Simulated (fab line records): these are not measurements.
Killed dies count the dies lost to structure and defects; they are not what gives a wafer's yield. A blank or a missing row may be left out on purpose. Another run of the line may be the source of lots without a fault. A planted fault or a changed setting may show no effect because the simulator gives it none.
Which of the tools did it? -- flow sky130 -- Sampling: 12 lots, 36 wafers, 5 of 708 route steps

WHAT THE GAUGES READ, wafer by wafer
Not one reading of a measure or inspect step in the record can be checked against a usual standard deviation.

TOOL THAT RAN EACH LOT (tool first, then ch and the chambers of the sampled wafers, then the start)
lot,SKY_VIA3_SOFTBAKE_08,SKY_VIA3_ETCH_15,SKY_VIA3_SPUTTER_20,SKY_VIA3_CVD_21,SKY_PAD_OPEN_PROBE_99
L228,"litho-track-02 ch 0, day 38 22:00","rie-diel-03 ch 1,3, day 39 10:48","pvd-sputter-02, day 39 11:27","cvd-w-01 ch 0,1, day 39 11:31",-
L230,"litho-track-01 ch 0, day 39 15:00","rie-diel-03 ch 0,1, day 40 03:57","pvd-sputter-01, day 40 04:37","cvd-w-01 ch 0,1, day 40 04:40",-
L231,"litho-track-04 ch 0, day 39 18:00","rie-diel-04 ch 0,1, day 40 06:54","pvd-sputter-04, day 40 07:34","cvd-w-01 ch 0,1, day 40 07:37","prober-02, day 46 06:49"
L234,"litho-track-02 ch 0, day 41 10:00","rie-diel-01 ch 0,2, day 41 22:42","pvd-sputter-04, day 41 23:24","cvd-w-01 ch 0,1, day 41 23:28",-
L236,"litho-track-02 ch 0, day 41 14:00","rie-diel-04 ch 0,1,2, day 42 02:18","pvd-sputter-04, day 42 03:02","cvd-w-01 ch 0,1, day 42 03:06","prober-01, day 47 18:46"
L237,"litho-track-02 ch 0, day 41 23:00","rie-diel-01 ch 0,2, day 42 11:06","pvd-sputter-02, day 42 11:48","cvd-w-02 ch 0,1, day 42 11:52","prober-02, day 48 14:05"
L239,"litho-track-01 ch 0, day 43 03:00","rie-diel-04 ch 0,2,3, day 43 14:39","pvd-sputter-04, day 43 15:19","cvd-w-01 ch 0,1, day 43 15:22","prober-01, day 49 00:28"
L240,"litho-track-04 ch 0, day 43 05:00","rie-diel-01 ch 0,1,3, day 43 17:42","pvd-sputter-01, day 43 18:28","cvd-w-02 ch 0,1, day 43 18:32","prober-02, day 49 03:22"
L246,"litho-track-02 ch 0, day 44 21:00","rie-diel-03 ch 0,2, day 45 08:21","pvd-sputter-02, day 45 09:02","cvd-w-02 ch 0,1, day 45 09:08","prober-01, day 50 09:24"
L247,"litho-track-02 ch 0, day 44 23:00","rie-diel-04 ch 1,2,3, day 45 10:57","pvd-sputter-01, day 45 11:36","cvd-w-02 ch 0,1, day 45 11:40","prober-02, day 50 12:03"
L249,"litho-track-01 ch 0, day 45 07:00","rie-diel-04 ch 1,2,3, day 45 17:48","pvd-sputter-01, day 45 18:27","cvd-w-02 ch 0,1, day 45 18:31","prober-02, day 50 18:37"
L251,"litho-track-04 ch 0, day 45 14:00","rie-diel-04 ch 1,2,3, day 46 00:37","pvd-sputter-04, day 46 01:16","cvd-w-01 ch 0,1, day 46 01:20",-
- SKY_VIA3_SOFTBAKE_08: time 90 s.
- SKY_VIA3_ETCH_15: etches SiO2 in C4F8/O2/Ar, stops on TiN, target depth 507 nm, time 78 s.
- SKY_VIA3_SPUTTER_20: material TiN, target thk 20 nm, time 80 s.
- SKY_VIA3_CVD_21: deposits W, target thk 390 nm, time 117.31 s.
- SKY_PAD_OPEN_PROBE_99

AS READ BY THE TOOLS THEMSELVES (means over the sampled wafers that have a number; for cases with no such wafer, the mark the record gives instead)
SKY_VIA3_SOFTBAKE_08. Usual: chill-plate-temp-C 22.98 C, standard deviation 0.091; heater-power-total-W 57.37 W, standard deviation 0.11; run-length-s 119.15 s, standard deviation 0.18.
lot,tool,chill-plate-temp-C (C),heater-power-total-W (W),run-length-s (s),flag
L228,litho-track-02,23.02,57.43,118.93,
L230,litho-track-01,23.03,57.34,119.48,
L231,litho-track-04,23.06,57.41,119.15,
L234,litho-track-02,22.93,57.39,118.99,
L236,litho-track-02,22.96,57.41,119.05,
L237,litho-track-02,23.04,57.34,119.06,
L239,litho-track-01,22.99,57.41,119.41,
L240,litho-track-04,22.99,57.44,119.09,
L246,litho-track-02,22.95,58.42,113.96,OFF
L247,litho-track-02,23.03,58.41,113.81,OFF
L249,litho-track-01,23.05,57.34,119.28,
L251,litho-track-04,22.92,57.34,119.05,

SKY_VIA3_ETCH_15. Usual: oes-product-au reads 0.946 a.u. (standard deviation 0.0042).
lot,tool,oes-product-au (a.u.),flag
L228,rie-diel-03,0.949,
L230,rie-diel-03,0.944,
L231,rie-diel-04,0.949,
L234,rie-diel-01,0.949,
L236,rie-diel-04,0.948,
L237,rie-diel-01,0.945,
L239,rie-diel-04,0.947,
L240,rie-diel-01,0.947,
L246,rie-diel-03,0.944,
L247,rie-diel-04,0.946,
L249,rie-diel-04,0.943,
L251,rie-diel-04,0.944,

SKY_VIA3_SPUTTER_20. Usual: throttle-valve-pct reads 30.4 % (standard deviation 1).
lot,tool,throttle-valve-pct (%),flag
L228,pvd-sputter-02,31.1,
L230,pvd-sputter-01,30.4,
L231,pvd-sputter-04,30.9,
L234,pvd-sputter-04,30.0,
L236,pvd-sputter-04,30.1,
L237,pvd-sputter-02,30.8,
L239,pvd-sputter-04,30.6,
L240,pvd-sputter-01,30.6,
L246,pvd-sputter-02,30.0,
L247,pvd-sputter-01,30.8,
L249,pvd-sputter-01,30.0,
L251,pvd-sputter-04,30.1,

SKY_VIA3_CVD_21. Usual: heater-power-w reads 822 W (standard deviation 97).
lot,tool,heater-power-w (W),flag
L228,cvd-w-01,863,
L230,cvd-w-01,783,
L231,cvd-w-01,871,
L234,cvd-w-01,786,
L236,cvd-w-01,792,
L237,cvd-w-02,823,
L239,cvd-w-01,787,
L240,cvd-w-02,784,
L246,cvd-w-02,808,
L247,cvd-w-02,806,
L249,cvd-w-02,805,
L251,cvd-w-01,791,

SKY_PAD_OPEN_PROBE_99. Usual: defect-limited-yield 82.3 %, standard deviation 1.9; killed_at_M0_to_M3 43, standard deviation 6.7; killed_at_M4_up 3.2, standard deviation 1.8; killed-at-contacts 25, standard deviation 5.2; killed-at-front-end 15, standard deviation 4.4; killed-at-other 0.2, standard deviation 0.4; killed-dies 87, standard deviation 9.3; killed-open 48, standard deviation 7.1; killed-short 39, standard deviation 6; sort_bin_3_pad_short 0.9 %, standard deviation 0.41; sort_bin_5_function 10.5 %, standard deviation 1.4; sort_bin_6_memory 6.3 %, standard deviation 1.1; sort-n-pass 405, standard deviation 9.3; sort-yield-pct 82.3 %, standard deviation 1.9.
lot,tool,defect-limited-yield (%),killed_at_M0_to_M3,killed_at_M4_up,killed-at-contacts,killed-at-front-end,killed-at-other,killed-dies,killed-open,killed-short,sort_bin_3_pad_short (%),sort_bin_5_function (%),sort_bin_6_memory (%),sort-n-pass,sort-yield-pct (%),flag
L231,prober-02,80.6,49,4.7,27,15,0.7,96,57,38,0.9,12.1,6.5,396,80.6,
L236,prober-01,82.0,40,5.0,27,16,0.0,89,55,34,0.7,10.4,6.8,403,82.0,
L237,prober-02,80.4,47,3.0,27,19,0.3,96,55,41,0.9,12.3,6.4,396,80.4,
L239,prober-01,83.5,40,3.7,28,9,0.0,81,43,38,0.7,10.2,5.5,411,83.5,
L240,prober-02,83.5,40,2.7,26,13,0.0,81,46,36,1.0,10.0,5.5,411,83.5,
L246,prober-01,82.7,38,3.7,27,16,0.3,85,51,34,0.7,9.9,6.7,407,82.7,
L247,prober-02,83.9,41,3.0,23,13,0.0,79,43,36,1.1,9.7,5.3,413,83.9,
L249,prober-02,80.2,50,3.3,28,16,0.0,98,61,37,0.9,11.9,7.0,394,80.2,

THE ANSWER, worked out from the rows above alone
Rule: a lot counts as off when the mean over its wafers that have a number is more than 3 standard deviations away from the usual mean. Also off: a lot with no number at a reading for which 4 or more lots have one. Where the step has rows for the other lots, those lots are counted as sound. The gauges are gone through in route order, then the tools' own readings, and for those a lot's mean is taken as printed above. At the first step where some lot is off, the reading lying furthest off is the one used; lots without a number count as furthest.
Off at SKY_VIA3_SOFTBAKE_08 (run-length-s): L246, L247.
If a tool, at that step or one of the process steps before it, ran each lot that is off and ran no sound lot following the first of them, it fits. One candidate fits, namely litho-track-02 at SKY_VIA3_SOFTBAKE_08. Its last sound lot is L237 (day 41 23:00), its first lot that is off L246 (day 44 21:00): a fault that began between those two fits.
The tool's own readings at SKY_VIA3_SOFTBAKE_08 bear it out: on the lots that are off they differ by more than 5 times the standard deviation of the sound lots' means. heater-power-total-W reads 58.41 W there against 57.38 W on the sound lots; run-length-s reads 113.88 s there against 119.15 s on the sound lots.

WHAT THE SIMULATOR HAD INSERTED
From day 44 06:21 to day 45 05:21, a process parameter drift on litho-track-02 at SKY_VIA3_SOFTBAKE_08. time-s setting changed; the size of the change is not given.
Shown lots that were struck: L246, L247. The same result came from the rule above.
